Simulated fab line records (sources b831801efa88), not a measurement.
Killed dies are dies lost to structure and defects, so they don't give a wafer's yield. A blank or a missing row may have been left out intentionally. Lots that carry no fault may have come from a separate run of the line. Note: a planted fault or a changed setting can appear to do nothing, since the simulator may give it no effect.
fab line records | flow sky130
record: lots: 5 wafers: 15 last_day: 50
route steps=708 shown SONOS_ONO@183 GATE_OXIDE@187 POLY_GATE@204 RES_PROTECT@206
lots that met no fault: taken from a fault-free run of the same line
start_h: the number of hours between the record's first day and the start of the first shown wafer of the lot | wait_h: hours elapsed since this lot's preceding step | " repeats the value in the row above | L1.1+2: a single row standing in for several wafers | - no value present, or no start provided | * or withheld: withheld | < > ~ a bound
route shown NAME@n: a module of which the file shows steps, and the number in the route of the first | usual: mean/standard deviation taken from wafers without a fault | same: alike in all rows | chamber/n: place in a boat | sites: readings site by site | _std_site: standard deviation across them | _edge_site: the outer-site mean with the inner-site mean subtracted | radius_mm: for every site, how far away it sits from the centre of the wafer | mask NAME#n: copy n | behind: tool/chamber where the wafer was last shaped | hold: the reason the lot was held/the length of the hold in hours/how it ended | device: whichever transistor did not switch (one of n, p or np) | end of line: at the end of the route, the tests of the same wafers | a step with no rows: only its recipe | killed: the dies lost at the first sort to structure and to defects; this is not the yield of the wafer | map: per-die view of a wafer (x killed, . not killed, _ where there is no die)
set.NAME: setting as actually run; set.NAME@STEP: the setting as run at that earlier step | model.NAME: the simulator's own value behind a step, which no gauge read
a table for each step, a row for each wafer; lots at some steps of the route
services: when a tool's chamber went out of use (start_h, in hours from the record's first day, below 0 if earlier), for how many hours, and the reason
== steps ==
step: SKY_SONOS_ONO_ETCH_15
recipe: target_depth_nm: 19.52 chemistry: CHF3/O2 source_w: 600 bias_w: 200 pressure_mtorr: 40 chf3_flow_sccm: 50 O2_flow_sccm: 5 time_s: 7.8
usual: drypump_motor_current_A: 6.0/0.43 oes_product_au: 0.998/0.014 throttle_valve_pct: 8.824/0.0092
columns lot.wafer tool chamber start_h wait_h drypump_motor_current_A oes_product_au rf_hours_counter_h throttle_valve_pct
L074.1 rie_diel-03 3 302.75 0.0 5.9 0.984 109 8.801
L074.5 " 3 " " 5.9 0.982 - 8.818
L074.6 " 2 " " 5.7 1.004 - 8.820
L079.2 rie_diel-03 2 322.25 0.0 5.7 0.993 59 8.838
L079.4 " 1 " " 6.5 0.991 63 8.838
L079.5 " 2 " " 5.7 0.999 - 8.827
L080.1 rie_diel-03 2 329.00 0.0 5.7 0.986 59 8.826
L080.2 " 3 " " 5.9 0.994 110 8.837
L080.5 " 1 " " 6.5 0.986 - 8.816
L085.1 rie_diel-03 2 365.63 0.0 5.7 0.988 60 8.810
L085.3 " 3 " " 5.9 0.979 110 8.818
L085.5 " 3 " " 5.9 0.983 - 8.817
L093.2 rie_diel-04 3 438.12 0.0 6.3 1.013 14 8.837
L093.4 " 3 " " 6.3 1.009 - 8.825
L093.6 " 2 " " 5.6 1.016 - 8.826
step: SKY_SONOS_ONO_WET_ETCH_16
recipe: chemistry: dHF target_depth_nm: 14 dry: n2_spin target: SiO2 dilution: 100:1 temp_c: 25 time_s: 280
columns lot.wafer tool chamber start_h wait_h
L074.1+5+6 wet_bench-04 3 302.77 0.0
L079.2+4+5 wet_bench-04 3 322.27 0.0
L080.1+2+5 wet_bench-02 0 329.02 0.0
L085.1+3+5 wet_bench-04 2 365.65 0.0
L093.2+4+6 wet_bench-04 3 438.14 0.0
step: SKY_SONOS_ONO_STRIP_17
recipe: chemistry: O2/N2 power_w: 1400 pressure_mtorr: 1500 platen_temp_c: withheld o2_flow_sccm: 3000 n2_flow_sccm: 300 overash_fraction: 0.5
usual: drypump_motor_current_A: 5.8/0.54 oes_product_au: 0.710/0.0043 strip_time_to_endpoint_s: 14.29/0.048
columns lot.wafer tool chamber start_h wait_h drypump_motor_current_A oes_product_au rf_hours_counter_h strip_time_to_endpoint_s
L074.1 plasma_asher-01 0 302.95 0.0 6.6 0.710 18 14.40
L074.5 " 1 " " 5.4 0.714 - 14.39
L074.6 " 0 " " 6.6 0.711 - 14.34
L079.2 plasma_asher-01 1 322.36 0.0 5.5 0.710 20 14.28
L079.4 " 1 " " 5.4 0.714 - 14.27
L079.5 " 0 " " 6.6 0.710 - 14.22
L080.1 plasma_asher-02 1 329.11 0.0 5.6 0.706 64 14.37
L080.2 " 0 " " 4.9 0.711 64 14.37
L080.5 " 0 " " 4.9 0.702 - 14.39
L085.1 plasma_asher-01 0 365.73 0.0 6.6 0.704 24 14.29
L085.3 " 0 " " 6.6 0.708 - 14.30
L085.5 " 0 " " 6.6 0.710 - 14.29
L093.2 plasma_asher-04 1 438.23 0.0 6.1 0.703 74 14.31
L093.4 " 1 " " 6.1 0.709 - 14.28
L093.6 " 1 " " 6.1 0.709 - 14.28
step: SKY_SONOS_ONO_WET_ETCH_18
recipe: chemistry: H3PO4 target_depth_nm: 15 target: Si3N4 temp_c: 160 time_s: 172
columns lot.wafer tool chamber start_h wait_h
L074.1+5+6 wet_bench-02 2 303.05 0.1
L079.2+4+5 wet_bench-01 0 322.46 0.1
L080.1+2+5 wet_bench-04 0 329.21 0.1
L085.1+3+5 wet_bench-01 1 365.83 0.1
L093.2+4+6 wet_bench-01 2 438.33 0.1
step: SKY_GATE_OXIDE_CLEAN_00
recipe: chemistry: SC1/SC2 mix: 1:4:20 temp_c: 70 time_s: 150 dry: n2_spin
columns lot.wafer tool chamber start_h wait_h
L074.1+5+6 wet_bench-01 0 303.10 0.0
L079.2+4+5 wet_bench-02 1 322.52 0.0
L080.1+2+5 wet_bench-02 3 329.27 0.0
L085.1+3+5 wet_bench-02 2 365.90 0.0
L093.2+4+6 wet_bench-04 3 438.39 0.0
step: SKY_GATE_OXIDE_OXIDATION_01
recipe: temp_c: 900 ambient: O2 stabilise_s: 600 purge_s: 300 target_thk_a: 102.68 ox_time_s: 1473
usual: zone_power_bottom_pct: 28.5/1.1
columns lot.wafer tool chamber start_h wait_h zone_power_bottom_pct
L074.1 furnace-02 0 303.28 0.1 27.4
L074.5 " 0 " " 27.1
L074.6 " 0 " " 27.3
L079.2 furnace-02 0 323.41 0.8 26.9
L079.4 " 0 " " 27.1
L079.5 " 0 " " 27.1
L080.1 furnace-02 0 330.19 0.9 27.2
L080.2 " 0 " " 27.5
L080.5 " 0 " " 26.8
L085.1 furnace-01 0 366.22 0.3 29.3
L085.3 " 0 " " 29.2
L085.5 " 0 " " 29.7
L093.2 furnace-02 0 438.44 0.0 27.2
L093.4 " 0 " " 27.3
L093.6 " 0 " " 27.3
step: SKY_GATE_OXIDE_THK_MEAS_02
recipe: reads: SiO2_of_GATE_OXIDE_OXIDATION_01
usual: GATE_OXIDE_OXIDATION_00_THK: 10.15/0.17
columns lot.wafer tool chamber start_h wait_h GATE_OXIDE_OXIDATION_00_THK[nm]
L074.1 film_metro-03 - 304.68 0.0 10.17
L074.5 " - " " 10.14
L074.6 " - " " 10.15
L079.2 film_metro-03 - 324.83 0.0 10.04
L079.4 " - " " 10.10
L079.5 " - " " 10.22
L080.1 film_metro-03 - 331.60 0.0 10.23
L080.2 " - " " 10.25
L080.5 " - " " 10.18
L085.1 film_metro-01 - 367.63 0.0 10.08
L085.3 " - " " 10.02
L085.5 " - " " 9.88
L093.2 film_metro-04 - 439.86 0.0 9.97
L093.4 " - " " 10.01
L093.6 " - " " 9.80
step: SKY_GATE_OXIDE_DEHYDRATE_03
recipe: temp_c: 200 time_s: 60
columns lot.wafer tool chamber start_h wait_h
L074.1+5+6 litho_track-02 0 317.57 12.9
L079.2+4+5 litho_track-03 0 337.54 12.7
L080.1+2+5 litho_track-02 0 344.07 12.5
L085.1+3+5 litho_track-03 0 381.86 14.2
L093.2+4+6 litho_track-04 0 455.70 15.8
step: SKY_GATE_OXIDE_HMDS_04
recipe: prime_time_s: 60 prime_temp_c: 120
columns lot.wafer tool chamber start_h wait_h
L074.1+5+6 litho_track-02 0 317.72 0.1
L079.2+4+5 litho_track-03 0 337.69 0.1
L080.1+2+5 litho_track-02 0 344.22 0.1
L085.1+3+5 litho_track-03 0 382.01 0.1
L093.2+4+6 litho_track-04 0 455.85 0.1
step: SKY_GATE_OXIDE_COAT_05
recipe: resist: NOVOLAK spin_rpm: 3000 resist_thk_nm: 1140
usual: spin_speed_rpm: 2999.5/2.5
columns lot.wafer tool chamber start_h wait_h spin_speed_rpm
L074.1 litho_track-02 0 317.87 0.1 2994.5
L074.5 " 0 " " 2999.2
L074.6 " 0 " " 2997.8
L079.2 litho_track-03 0 337.84 0.1 3002.7
L079.4 " 0 " " 3003.5
L079.5 " 0 " " 2998.7
L080.1 litho_track-02 0 344.37 0.1 3001.1
L080.2 " 0 " " 2997.5
L080.5 " 0 " " 3002.0
L085.1 litho_track-03 0 382.16 0.1 2993.7
L085.3 " 0 " " 3001.5
L085.5 " 0 " " 2999.6
L093.2 litho_track-04 0 456.00 0.1 2995.9
L093.4 " 0 " " 2997.3
L093.6 " 0 " " 3000.9
step: SKY_GATE_OXIDE_SOFTBAKE_06
recipe: temp_c: 90 time_s: 60 resist: NOVOLAK
columns lot.wafer tool chamber start_h wait_h
L074.1+5+6 litho_track-02 0 318.02 0.1
L079.2+4+5 litho_track-03 0 337.99 0.1
L080.1+2+5 litho_track-02 0 344.52 0.1
L085.1+3+5 litho_track-03 0 382.31 0.1
L093.2+4+6 litho_track-04 0 456.15 0.1
step: SKY_GATE_OXIDE_EXPOSE_07
recipe: mask_id: LVOM na: 0.6 source_shape: conventional sigma_outer: 0.6 polarization: unpolarized target_cd_nm: 600 dose_mj: 170
usual: focus_offset_nm: -0.1/0.47
columns lot.wafer tool chamber start_h wait_h mask focus_offset_nm
L074.1 iline_stepper-02 0 - - LVOM#0 -0.4
L074.5 " 0 " " LVOM#0 0.4
L074.6 " 0 " " LVOM#0 -0.3
L079.2 iline_stepper-02 0 - - LVOM#0 0.2
L079.4 " 0 " " LVOM#0 0.3
L079.5 " 0 " " LVOM#0 0.4
L080.1 iline_stepper-02 0 - - LVOM#0 -0.2
L080.2 " 0 " " LVOM#0 0.2
L080.5 " 0 " " LVOM#0 0.0
L085.1 iline_stepper-01 0 - - LVOM#0 -0.2
L085.3 " 0 " " LVOM#0 0.7
L085.5 " 0 " " LVOM#0 0.9
L093.2 iline_stepper-02 0 - - LVOM#0 0.6
L093.4 " 0 " " LVOM#0 0.9
L093.6 " 0 " " LVOM#0 0.0
step: SKY_GATE_OXIDE_PEB_08
recipe: temp_c: withheld time_s: * resist: NOVOLAK
columns lot.wafer tool chamber start_h wait_h
L074.1+5+6 litho_track-03 0 - -
L079.2+4+5 litho_track-04 0 - -
L080.1+2+5 litho_track-03 0 - -
L085.1+3+5 litho_track-02 0 - -
L093.2+4+6 litho_track-02 0 - -
step: SKY_GATE_OXIDE_DEVELOP_09
recipe: resist: NOVOLAK developer: TMAH develop_time_s: 60 dev_temp_c: 23
columns lot.wafer tool chamber start_h wait_h
L074.1+5+6 litho_track-03 0 330.56 0.1
L079.2+4+5 litho_track-04 0 350.65 0.1
L080.1+2+5 litho_track-03 0 357.81 0.1
L085.1+3+5 litho_track-02 0 397.22 0.1
L093.2+4+6 litho_track-02 0 470.95 0.1
step: SKY_GATE_OXIDE_OVL_MEAS_10
usual: GATE_OXIDE_OVL: -0.5/1.5
columns lot.wafer tool chamber start_h wait_h GATE_OXIDE_OVL[nm]
L074.1 overlay-02 - 331.83 1.2 0.7
L074.5 " - " " -0.7
L074.6 " - " " 0.9
L079.2 overlay-01 - 350.78 0.1 2.2
L079.4 " - " " 0.3
L079.5 " - " " 1.4
L080.1 overlay-02 - 357.96 0.1 -1.1
L080.2 " - " " -1.2
L080.5 " - " " 0.6
L085.1 overlay-02 - 397.37 0.1 -0.3
L085.3 " - " " -0.7
L085.5 " - " " -1.0
L093.2 overlay-01 - 471.08 0.1 -0.8
L093.4 " - " " 0.4
L093.6 " - " " -0.3
step: SKY_GATE_OXIDE_IMPLANT_11
recipe: species: B energy_kev: 10 dose_cm2: 2.6e+12 tilt_deg: withheld
columns lot.wafer tool chamber start_h wait_h
L074.1+5+6 implanter-01 0 331.87 0.0
L079.2+4+5 implanter-03 0 350.84 0.0
L080.1+2+5 implanter-04 0 358.00 0.0
L085.1+3+5 implanter-04 0 397.41 0.0
L093.2+4+6 implanter-01 0 471.13 0.0
step: SKY_GATE_OXIDE_WET_ETCH_12
recipe: chemistry: dHF target_depth_nm: 16.8 dry: n2_spin target: SiO2 dilution: 100:1 temp_c: 25 time_s: 319.8
columns lot.wafer tool chamber start_h wait_h
L074.1+5+6 wet_bench-01 2 332.02 0.1
L079.2+4+5 wet_bench-04 1 350.96 0.1
L080.1+2+5 wet_bench-04 3 358.15 0.1
L085.1+3+5 wet_bench-02 0 397.56 0.1
L093.2+4+6 wet_bench-04 0 471.26 0.1
step: SKY_GATE_OXIDE_STRIP_13
recipe: chemistry: O2/N2 power_w: 1400 pressure_mtorr: 1500 platen_temp_c: withheld o2_flow_sccm: 3000 n2_flow_sccm: 300 overash_fraction: 0.5
usual: drypump_motor_current_A: 5.8/0.54 oes_product_au: 0.715/0.0044 strip_time_to_endpoint_s: 14.21/0.044
columns lot.wafer tool chamber start_h wait_h drypump_motor_current_A oes_product_au rf_hours_counter_h strip_time_to_endpoint_s
L074.1 plasma_asher-01 0 332.13 0.0 6.6 0.717 21 14.24
L074.5 " 0 " " 6.6 0.718 - 14.27
L074.6 " 1 " " 5.5 0.718 - 14.25
L079.2 plasma_asher-03 1 351.17 0.0 5.1 0.718 54 14.24
L079.4 " 0 " " 6.1 0.714 - 14.23
L079.5 " 0 " " 6.1 0.711 - 14.22
L080.1 plasma_asher-04 0 358.35 0.0 5.8 0.718 66 14.22
L080.2 " 1 " " 6.1 0.717 66 14.28
L080.5 " 0 " " 5.8 0.720 - 14.26
L085.1 plasma_asher-03 1 397.66 0.0 5.1 0.715 59 14.19
L085.3 " 0 " " 6.1 0.714 - 14.21
L085.5 " 1 " " 5.1 0.718 - 14.23
L093.2 plasma_asher-01 0 471.37 0.0 6.6 0.718 35 14.16
L093.4 " 1 " " 5.5 0.714 - 14.17
L093.6 " 0 " " 6.6 0.717 - 14.19
step: SKY_GATE_OXIDE_TW_MEAS_14
usual: GATE_OXIDE_TW: 224.4/2.2
columns lot.wafer tool chamber start_h wait_h GATE_OXIDE_TW
L074.1 film_metro-04 - 332.23 0.1 222.5
L074.5 " - " " 222.8
L074.6 " - " " 223.2
L079.2 film_metro-03 - 351.28 0.1 226.9
L079.4 " - " " 224.5
L079.5 " - " " 226.5
L080.1 film_metro-03 - 358.45 0.1 225.9
L080.2 " - " " 226.0
L080.5 " - " " 225.0
L085.1 film_metro-04 - 397.76 0.1 224.1
L085.3 " - " " 223.6
L085.5 " - " " 222.2
L093.2 film_metro-03 - 471.48 0.1 226.6
L093.4 " - " " 227.2
L093.6 " - " " 227.6
step: SKY_GATE_OXIDE_CLEAN_15
recipe: chemistry: SC1/SC2 mix: 1:4:20 temp_c: 70 time_s: 150 dry: n2_spin
columns lot.wafer tool chamber start_h wait_h
L074.1+5+6 wet_bench-02 3 332.29 0.1
L079.2+4+5 wet_bench-02 0 351.33 0.0
L080.1+2+5 wet_bench-01 1 358.51 0.1
L085.1+3+5 wet_bench-01 1 397.82 0.1
L093.2+4+6 wet_bench-02 1 471.53 0.0
step: SKY_GATE_OXIDE_OXIDATION_16
recipe: temp_c: 800 ambient: O2 idle_temp_c: 700 ramp_up_c_per_min: 10 ramp_down_c_per_min: 3 stabilise_s: 600 purge_s: 300 target_thk_a: 35.7 ox_time_s: 1915
usual: zone_power_bottom_pct: 22.0/0.89
columns lot.wafer tool chamber start_h wait_h zone_power_bottom_pct
L074.1 furnace-01 0 333.49 1.1 23.1
L074.5 " 0 " " 22.6
L074.6 " 0 " " 22.9
L079.2 furnace-02 0 352.01 0.6 21.4
L079.4 " 0 " " 21.2
L079.5 " 0 " " 21.2
L080.1 furnace-01 0 359.16 0.5 23.2
L080.2 " 0 " " 23.3
L080.5 " 0 " " 22.7
L085.1 furnace-02 0 398.13 0.3 21.3
L085.3 " 0 " " 21.0
L085.5 " 0 " " 21.7
L093.2 furnace-01 0 472.12 0.5 22.9
L093.4 " 0 " " 23.3
L093.6 " 0 " " 23.3
step: SKY_POLY_GATE_CVD_00
recipe: material: poly-Si target_thk_nm: 180 temp_c: 620 time_s: 720 pressure_mtorr: 200
usual: zone_power_bottom_pct: 13.1/1.1
columns lot.wafer tool chamber start_h wait_h zone_power_bottom_pct
L074.1 lpcvd-01 1 335.02 0.0 14.0
L074.5 " 1 " " 14.1
L074.6 " 1 " " 14.1
L079.2 lpcvd-01 1 353.54 0.0 14.1
L079.4 " 1 " " 14.0
L079.5 " 1 " " 14.2
L080.1 lpcvd-01 1 360.69 0.0 14.0
L080.2 " 1 " " 13.9
L080.5 " 1 " " 13.9
L085.1 lpcvd-01 1 399.66 0.0 13.9
L085.3 " 1 " " 13.8
L085.5 " 1 " " 14.2
L093.2 lpcvd-01 1 495.76 22.1 14.1
L093.4 " 1 " " 14.0
L093.6 " 1 " " 13.5
step: SKY_POLY_GATE_THK_MEAS_01
recipe: reads: poly-Si_of_POLY_GATE_CVD_00
usual: POLY_GATE_CVD_00_THK: 179.5/1.6
columns lot.wafer tool chamber start_h wait_h POLY_GATE_CVD_00_THK[nm]
L074.1 film_metro-04 - 336.22 0.0 177.6
L074.5 " - " " 179.8
L074.6 " - " " 177.7
L079.2 film_metro-04 - 354.75 0.0 181.1
L079.4 " - " " 180.5
L079.5 " - " " 181.1
L080.1 film_metro-02 - 361.89 0.0 174.8
L080.2 " - " " 176.1
L080.5 " - " " 176.4
L085.1 film_metro-02 - 400.90 0.0 178.6
L085.3 " - " " 180.7
L085.5 " - " " 181.3
L093.2 film_metro-04 - 497.57 0.0 181.0
L093.4 " - " " 182.5
L093.6 " - " " 179.3
step: SKY_RES_PROTECT_DEHYDRATE_00
recipe: temp_c: 200 time_s: 60
columns lot.wafer tool chamber start_h wait_h
L074.1+5+6 litho_track-01 0 348.50 12.3
L079.2+4+5 litho_track-01 0 369.17 14.4
L080.1+2+5 litho_track-02 0 375.12 13.2
L085.1+3+5 litho_track-01 0 415.40 14.5
L093.2+4+6 litho_track-04 0 512.15 14.6
step: SKY_RES_PROTECT_HMDS_01
recipe: prime_time_s: 60 prime_temp_c: 120
columns lot.wafer tool chamber start_h wait_h
L074.1+5+6 litho_track-01 0 348.65 0.1
L079.2+4+5 litho_track-01 0 369.32 0.1
L080.1+2+5 litho_track-02 0 375.27 0.1
L085.1+3+5 litho_track-01 0 415.55 0.1
L093.2+4+6 litho_track-04 0 512.30 0.1
step: SKY_RES_PROTECT_COAT_02
recipe: resist: NOVOLAK spin_rpm: 3000 resist_thk_nm: 1140
usual: spin_speed_rpm: 2999.8/1.9
columns lot.wafer tool chamber start_h wait_h spin_speed_rpm
L074.1 litho_track-01 0 348.80 0.1 2999.5
L074.5 " 0 " " 2997.6
L074.6 " 0 " " 3001.5
L079.2 litho_track-01 0 369.47 0.1 2998.3
L079.4 " 0 " " 2998.1
L079.5 " 0 " " 2999.4
L080.1 litho_track-02 0 375.42 0.1 2998.5
L080.2 " 0 " " 3001.1
L080.5 " 0 " " 3000.3
L085.1 litho_track-01 0 415.70 0.1 3000.4
L085.3 " 0 " " 3000.4
L085.5 " 0 " " 3000.0
L093.2 litho_track-04 0 512.45 0.1 3000.5
L093.4 " 0 " " 2999.6
L093.6 " 0 " " 3000.3
step: SKY_RES_PROTECT_SOFTBAKE_03
recipe: temp_c: 90 time_s: 60 resist: NOVOLAK
columns lot.wafer tool chamber start_h wait_h
L074.1+5+6 litho_track-01 0 348.95 0.1
L079.2+4+5 litho_track-01 0 369.62 0.1
L080.1+2+5 litho_track-02 0 375.57 0.1
L085.1+3+5 litho_track-01 0 415.85 0.1
L093.2+4+6 litho_track-04 0 512.60 0.1
step: SKY_RES_PROTECT_EXPOSE_04
recipe: mask_id: RPM na: 0.6 source_shape: conventional sigma_outer: 0.6 polarization: unpolarized target_cd_nm: 1270 dose_mj: 131
usual: focus_offset_nm: -0.1/0.45
columns lot.wafer tool chamber start_h wait_h mask focus_offset_nm
L074.1 iline_stepper-02 0 - - RPM#0 -0.3
L074.5 " 0 " " RPM#0 -0.5
L074.6 " 0 " " RPM#0 -0.1
L079.2 iline_stepper-01 0 - - RPM#0 0.7
L079.4 " 0 " " RPM#0 0.2
L079.5 " 0 " " RPM#0 0.0
L080.1 iline_stepper-01 0 - - RPM#0 0.0
L080.2 " 0 " " RPM#0 -0.4
L080.5 " 0 " " RPM#0 -0.3
L085.1 iline_stepper-02 0 - - RPM#0 0.0
L085.3 " 0 " " RPM#0 -1.0
L085.5 " 0 " " RPM#0 -0.2
L093.2 iline_stepper-02 0 - - RPM#0 0.6
L093.4 " 0 " " RPM#0 -0.2
L093.6 " 0 " " RPM#0 0.3
step: SKY_RES_PROTECT_PEB_05
recipe: temp_c: withheld time_s: * resist: NOVOLAK
columns lot.wafer tool chamber start_h wait_h
L074.1+5+6 litho_track-01 0 - -
L079.2+4+5 litho_track-01 0 - -
L080.1+2+5 litho_track-04 0 - -
L085.1+3+5 litho_track-01 0 - -
L093.2+4+6 litho_track-01 0 - -
== services ==
columns tool chamber start_h hours kind
implanter-01 - 281.50 6.5 pm
rie_diel-03 0 286.55 5.8 repair
iline_stepper-02 - 318.33 8.1 repair
implanter-01 - 318.72 9.6 pm
plasma_asher-04 - 321.85 14.6 pm
implanter-04 - 337.18 1.8 repair
implanter-01 - 346.42 2.4 pm
rie_diel-03 - 347.61 1.8 repair
furnace-02 - 382.58 2.8 pm
iline_stepper-01 - 390.85 4.4 pm
implanter-04 - 400.98 2.5 pm
iline_stepper-02 - 402.87 1.7 pm
plasma_asher-01 - 404.60 1.0 repair
wet_bench-02 - 424.49 4.4 pm
wet_bench-02 - 433.74 0.9 repair
furnace-02 - 434.74 3.6 pm
implanter-01 - 451.33 4.0 repair
iline_stepper-02 - 477.56 4.2 repair
wet_bench-04 - 494.41 5.0 repair
implanter-04 - 499.26 9.0 pm
rie_diel-03 0 502.38 19.6 repair
wet_bench-04 - 514.16 1.7 repair
wet_bench-02 - 515.21 3.2 repair
furnace-01 - 522.36 3.8 pm
== key ==
fault none
